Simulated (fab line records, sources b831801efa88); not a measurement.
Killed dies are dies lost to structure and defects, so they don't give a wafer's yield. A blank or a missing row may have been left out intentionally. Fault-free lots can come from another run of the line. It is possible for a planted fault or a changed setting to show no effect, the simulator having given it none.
Problem report in the 8D (eight disciplines) form, filled by code    flow sky130    the parts of the form that need people (team, actions taken, sign-off) are left out

== 1. THE ISSUE ==
SONOS_ONO_CVD_02_THK at SKY_SONOS_ONO_THK_MEAS_03 reads a mean of 11.89 nm on 6 wafers of 2 lots; wafers without a fault read 10.45 nm with a standard deviation of 0.2. Relative to the usual mean, that is a shift of +7.2 standard deviations.
First observed at day 13 03:43: wafer L132.1, on film metro-04. Wafers with a number at this step in the record: 42, from 14 lots. The rule behind "out" and "out of limits": a value lying over 4 standard deviations away from the usual mean. All remaining wafers that have a number are taken as sound.

== 2. WHAT THIS IS AND IS NOT ==
question                     is                      is not
which readings at this step  SONOS_ONO_CVD_02_THK    -
which lots                   L132, L133              L126, L127, L128, L129, L141, L142, L143, L144, L145, L147, L148, L149
which wafers of those lots   all that have a number  -
read on which gauges         film metro-04           film metro-02, film metro-03
when                         from day 13 03:43       up to then (12 sound wafers); but 24 sound wafers of L141, L142, L143, L144, L145, L147, L148, L149 came after

== 3. WHAT RULES OUT EACH SUSPECT ==
Counting: any tool at a process step up to the reading is kept as a suspect provided that every lot that is out went through it and no sound lot did after the first of them.
- the gauge at SKY_SONOS_ONO_THK_MEAS_03: kept. All the wafers that are out were read on film metro-04, and no step on other tools shows them out.
- lpcvd-02 at SKY_SONOS_ONO_CVD_02 (deposits Si3N4 from DCS/NH3, target thk 10.5 nm, time 180 s): ruled out as a lasting fault. After its first lot that is out, L132 (day 13 02:40), sound lots L141, L142, L143, L144, L145, L147, L149, L148 ran on it.
After counting, what remains is film metro-04 at SKY_SONOS_ONO_THK_MEAS_03.

== 4. THE CAUSE (what the simulator had put in) ==
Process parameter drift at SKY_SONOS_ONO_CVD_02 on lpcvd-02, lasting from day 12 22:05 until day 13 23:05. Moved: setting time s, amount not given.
The count ruled it out by mistake, since the rule takes a fault to strike every lot its tool runs from the start of the fault on, and this one did not do so.

== 5. THE EFFECT CHAIN, in route order ==
One row per reading whose mean, taken over the struck wafers that have a number, lies over 3 standard deviations from the usual. Readings are gone through only where the record gives a usual standard deviation; hours: the median, over the lots, of the time from a lot's start at the first step in this table giving one to that lot's start at this step; sigmas: the change measured in usual standard deviations.
hours  step                       reading               usual     on struck wafers  change  sigmas
0      SKY_SONOS_ONO_THK_MEAS_03  SONOS_ONO_CVD_02_THK  10.45 nm  11.89             +1.45   +7.2
At these later measuring or inspecting steps, every struck wafer for which the step has a row has a number for every such reading, and none has moved that far: SKY_SONOS_ONO_THK_MEAS_05.

== 6. WHAT WOULD HAVE CAUGHT IT SOONER ==
The first out-of-limits reading at a measuring or inspecting step in this record came at day 13 03:43, 6 hours after the fault's start at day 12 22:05.
